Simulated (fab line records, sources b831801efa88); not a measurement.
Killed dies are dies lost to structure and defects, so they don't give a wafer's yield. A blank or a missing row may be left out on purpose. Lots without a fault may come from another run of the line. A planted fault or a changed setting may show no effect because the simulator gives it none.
Which tool did it? | flow sky130 | 13 lots, 39 wafers sampled, at 3 steps of a route of 708

WHAT THE GAUGES READ, wafer by wafer
SKY_POLY_CUT_CD_MEAS_08: target cd 270 nm.
lot  | measured     | on        | cd_nm (nm)
L420 | day 24 17:01 | cd_sem-01 | 268.7 268.8 268.1
L422 | day 25 15:53 | cd_sem-02 | 270.1 270.0 269.9
L424 | day 26 11:38 | cd_sem-02 | 269.8 270.0 270.7
L427 | day 27 23:06 | cd_sem-02 | 267.7 269.9 269.1
L428 | day 28 20:28 | cd_sem-02 | 269.6 269.3 269.2
L429 | day 28 21:50 | cd_sem-01 | 269.4 271.1 271.1
L434 | day 29 16:26 | cd_sem-01 | 271.3 271.7 271.1
L436 | day 30 09:58 | cd_sem-02 | 270.4 268.6 270.0
L435 | day 30 11:17 | cd_sem-01 | 271.4 271.4 271.2
L437 | day 30 15:54 | cd_sem-01 | 267.1 266.3 267.8
L438 | day 30 22:45 | cd_sem-02 | 271.9 270.3 269.2
L439 | day 31 05:01 | cd_sem-01 | 268.3 268.5 268.1
L441 | day 31 20:50 | cd_sem-01 | 270.0 268.2 269.1

SKY_LI_CONTACT_BOW_MEAS_03.
lot  | measured     | on            | LI_CONTACT_BOW (um)
L420 | day 28 10:28 | film_metro-02 | 62 45 47
L422 | day 29 07:29 | film_metro-02 | 54 57 65
L424 | day 30 12:10 | film_metro-02 | 54 60 57
L427 | day 31 12:55 | film_metro-02 | 65 49 41
L428 | day 32 08:37 | film_metro-02 | 72 51 56
L429 | day 32 09:52 | film_metro-03 | 67 51 56
L434 | day 33 02:57 | film_metro-03 | 44 47 62
L436 | day 33 20:37 | film_metro-04 | 65 55 61
L435 | day 33 21:50 | film_metro-03 | 39 61 51
L437 | day 34 02:37 | film_metro-02 | 52 57 72
L438 | day 34 08:51 | film_metro-02 | 61 59 49
L439 | day 34 14:13 | film_metro-04 | 55 55 53
L441 | day 35 07:45 | film_metro-02 | 55 61 48

WHICH TOOL RAN EACH LOT (tool, then ch and the chambers of the sampled wafers, then the start)
lot  | SKY_SD_P_STRIP_10
L420 | plasma_asher-04 ch 0,1, day 25 23:12
L422 | plasma_asher-02 ch 0,1, day 26 20:52
L424 | plasma_asher-02 ch 0,1, day 27 16:56
L427 | plasma_asher-02 ch 0,1, day 29 04:14
L428 | plasma_asher-04 ch 0,1, day 30 01:01
L429 | plasma_asher-02 ch 0,1, day 30 01:58
L434 | plasma_asher-02 ch 0,1, day 30 20:19
L436 | plasma_asher-03 ch 0,1, day 31 14:04
L435 | plasma_asher-03 ch 0,1, day 31 14:59
L437 | plasma_asher-03 ch 0,1, day 31 19:28
L438 | plasma_asher-04 ch 0,1, day 32 03:04
L439 | plasma_asher-02 ch 0, day 32 07:50
L441 | plasma_asher-03 ch 0,1, day 33 00:10
- SKY_SD_P_STRIP_10: strips in O2/N2.

WHAT THE TOOLS THEMSELVES READ (means of the sampled wafers that have a number; where no wafer has one, the mark that the record gives instead)
SKY_SD_P_STRIP_10.
lot  | tool            | drypump_motor_current_A (A) | oes_product_au (a.u.) | strip_time_to_endpoint_s (s)
L420 | plasma_asher-04 | 5.92                        | 0.620                 | 17.49
L422 | plasma_asher-02 | 5.64                        | 0.612                 | 17.45
L424 | plasma_asher-02 | 5.55                        | 0.621                 | 17.56
L427 | plasma_asher-02 | 5.65                        | 0.618                 | 17.51
L428 | plasma_asher-04 | 6.05                        | 0.620                 | 17.51
L429 | plasma_asher-02 | 5.56                        | 0.616                 | 17.57
L434 | plasma_asher-02 | 5.64                        | 0.620                 | 17.51
L436 | plasma_asher-03 | 5.32                        | 0.620                 | 17.54
L435 | plasma_asher-03 | 5.47                        | 0.620                 | 17.48
L437 | plasma_asher-03 | 5.48                        | 0.620                 | 17.45
L438 | plasma_asher-04 | 5.90                        | 0.616                 | 17.51
L439 | plasma_asher-02 | 5.71                        | 0.615                 | 17.50
L441 | plasma_asher-03 | 5.31                        | 0.616                 | 17.49

THE ANSWER, worked out from the rows above alone
Rule: what is usual is taken from the lots themselves. Put in order of their means at a reading, lots are off if they are a third of the lots or fewer, leave a main group of 4 or more, and stand apart from it by a gap of 3 or more times the standard deviation of the main group's means; of several such gaps the widest counts. A main group whose means are all the same, to the digits that the tables above print for the reading, isn't used. A lot without any number at a reading at which 4 lots or more have one is off too. The other lots that the step has rows for count as sound. The gauges are gone through in route order, then the tools' own readings, and for those a lot's mean is taken as printed above. The first step at which some lot is off is used, and at that step the reading that is off furthest; a lot without a number counts as furthest.
No lot is off at any reading shown: from this, nothing can be told.

WHAT THE SIMULATOR HAD PUT IN
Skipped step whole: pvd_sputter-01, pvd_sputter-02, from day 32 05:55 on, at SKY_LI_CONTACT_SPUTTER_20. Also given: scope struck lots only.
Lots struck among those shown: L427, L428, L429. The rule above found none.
